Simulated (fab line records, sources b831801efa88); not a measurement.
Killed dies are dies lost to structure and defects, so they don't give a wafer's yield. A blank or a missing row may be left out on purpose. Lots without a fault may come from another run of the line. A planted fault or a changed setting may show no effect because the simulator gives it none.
A struck lot beside a sound one | flow sky130 | 23 steps out of a route of 708
Sound: wafers L685.1, L685.3, L685.6. Struck: wafers L696.3, L696.4, L696.6. The cause comes at the end.
At each step with rows: each side's tool, then ch and its chambers, then its first start. Under that, the readings that differ: sound wafers | struck wafers | difference of the means | sigmas: that difference in standard deviations of wafers without a fault.
alike: readings whose means differ by less than 2 such deviations, and words and numbers that are the same on both sides. not compared: withheld readings, readings that some wafer has no value for, bounds like >300 that may hide the same value, and numbers for which the record gives no deviation and whose values overlap.
The two part at a step that has a row with sigmas, a row that says differs or no value, or rows on one side only. Numbers that don't overlap but have no deviation are shown without sigmas and don't part them. A reading that every wafer of one side lacks parts them only if that side has two wafers or more.

SKY_PASSIVATION_CVD_00: deposits SiO2, target thk 90 nm.
  sound on pecvd-03 ch 0,2, day 45 11:30; struck on pecvd-03 ch 0,2, day 48 02:22
  alike: heater_power_w, susceptor_temp_C
SKY_PASSIVATION_THK_MEAS_01:
  sound on film_metro-01, day 45 11:31; struck on film_metro-01, day 48 02:24
  alike: PASSIVATION_CVD_00_THK
SKY_PASSIVATION_CVD_02: deposits Si3N4, target thk 540 nm.
  sound on pecvd-02 ch 0,1, day 45 11:35; struck on pecvd-02 ch 0,1, day 48 02:26
  alike: heater_power_w, susceptor_temp_C
SKY_PASSIVATION_THK_MEAS_03:
  sound on film_metro-03, day 45 11:49; struck on film_metro-03, day 48 02:41
  alike: PASSIVATION_CVD_02_THK
then, 7 steps without rows for these wafers: SKY_PASSIVATION_DEHYDRATE_04 (time 60 s); SKY_PASSIVATION_HMDS_05 (prime time 60 s); SKY_PASSIVATION_COAT_06 (resist thk 3000 nm); SKY_PASSIVATION_SOFTBAKE_07; SKY_PASSIVATION_EXPOSE_08 (exposes mask NSM, target cd 3000 nm); SKY_PASSIVATION_PEB_09; SKY_PASSIVATION_DEVELOP_10 (develop time 60 s).
SKY_PASSIVATION_ETCH_11: etches the open film in CF4/O2, stops on AlCu, target depth 725 nm, time 161.1 s.
  sound on rie_diel-03 ch 0,2, day 46 08:31; struck on rie_diel-03 ch 0,1,2, day 48 20:58
  alike: bias_w, chamber_pressure_mTorr, drypump_motor_current_A, oes_product_au, throttle_valve_pct
  not compared: rf_hours_counter_h
SKY_PASSIVATION_STRIP_12: strips in O2/N2.
  sound on plasma_asher-03 ch 0,1, day 46 08:38; struck on plasma_asher-02 ch 0,1, day 48 21:07
  no value came back on the struck wafers for any of 6 readings (chamber_pressure_mTorr (mTorr), drypump_motor_current_A (A) and others); on the sound wafers chamber_pressure_mTorr (mTorr) reads 1501.3 1499.8 1500.8
  reading                                       | sound | struck         | difference | sigmas
  model.coat_of_PASSIVATION_COAT_06.thk_nm (nm) | 0 0 0 | 2516 2524 2513 | +2518      |
  not compared: rf_hours_counter_h
then, 7 steps without rows for these wafers: SKY_PAD_OPEN_DEHYDRATE_00 (time 60 s); SKY_PAD_OPEN_HMDS_01 (prime time 60 s); SKY_PAD_OPEN_COAT_02 (resist thk 3000 nm); SKY_PAD_OPEN_SOFTBAKE_03; SKY_PAD_OPEN_EXPOSE_04 (exposes mask PDM, target cd 60000 nm); SKY_PAD_OPEN_PEB_05; SKY_PAD_OPEN_DEVELOP_06 (develop time 60 s).
SKY_PAD_OPEN_ETCH_07: etches the open film in CF4/O2, stops on AlCu, target depth 725 nm, time 161.1 s.
  sound on rie_diel-03 ch 0,2, day 47 04:25; struck on rie_diel-04 ch 1,2, day 49 14:19
  alike: bias_w, chamber_pressure_mTorr, drypump_motor_current_A, oes_product_au, throttle_valve_pct
  not compared: rf_hours_counter_h
SKY_PAD_OPEN_STRIP_08: strips in O2/N2.
  sound on plasma_asher-03 ch 0,1, day 47 04:32; struck on plasma_asher-02 ch 0,1, day 49 14:28
  reading               | sound             | struck            | difference | sigmas
  oes_product_au (a.u.) | 0.652 0.659 0.665 | 0.699 0.693 0.694 | +0.037     | +9
  alike: chamber_pressure_mTorr, drypump_motor_current_A, n2_flow_sccm
  not compared: rf_hours_counter_h
then, 1 step without rows for these wafers: SKY_PAD_OPEN_STRIP_09 (strips in post etch residue remover, time 1200 s).

WHERE THEY PART
First at SKY_PASSIVATION_STRIP_12; last, within this record, at SKY_PAD_OPEN_STRIP_08.

WHY: what the simulator had put in
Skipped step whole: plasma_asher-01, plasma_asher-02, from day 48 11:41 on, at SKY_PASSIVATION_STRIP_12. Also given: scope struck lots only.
